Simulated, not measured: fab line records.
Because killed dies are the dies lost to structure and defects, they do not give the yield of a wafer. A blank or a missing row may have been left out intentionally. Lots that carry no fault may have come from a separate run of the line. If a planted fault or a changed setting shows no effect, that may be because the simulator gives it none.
Which tool is to blame? | flow sky130 | route of 708 steps, sampled at 1 step: 12 lots, 36 wafers

== WHAT THE GAUGES READ, wafer by wafer ==
SKY_CONTACT_OVL_MEAS_15.
lot  | measured     | on         | CONTACT_OVL (nm)
L075 | day 32 04:17 | overlay-01 | 2 -6 -2
L077 | day 32 22:57 | overlay-01 | 0 9 7
L079 | day 33 03:42 | overlay-01 | 6 2 3
L081 | day 34 01:56 | overlay-02 | 9 8 5
L083 | day 34 08:35 | overlay-02 | -3 4 -4
L085 | day 35 01:08 | overlay-02 | 0 -1 1
L087 | day 35 20:08 | overlay-02 | 7 10 5
L089 | day 36 06:29 | overlay-02 | 1 -12 2
L091 | day 36 22:08 | overlay-01 | 17 13 7
L093 | day 37 22:50 | overlay-01 | 4 2 10
L095 | day 38 05:08 | overlay-02 | 7 5 6
L097 | day 38 19:44 | overlay-01 | -6 0 6

== WHICH TOOL RAN EACH LOT (tool, then ch and the chambers of the sampled wafers, then the start) ==
The record shows no process step preceding these readings.

== THE ANSWER, worked out from the rows above alone ==
Rule: usual is defined by the lots themselves. The widest of any qualifying gaps counts: lots, ordered by their means at a reading, are off when they make up no more than a third of the lots, leave a main group of 4 or more, and stand apart from it by 3 or more times the standard deviation of that group's means. The tables above print the reading to a certain number of digits; a main group whose means all agree to those digits is not used. Also off: a lot with no number at a reading for which 4 or more lots have one. The other lots that the step has rows for count as sound.
No lot is off at any reading shown: from this, nothing can be told.

== WHAT THE SIMULATOR PUT IN ==
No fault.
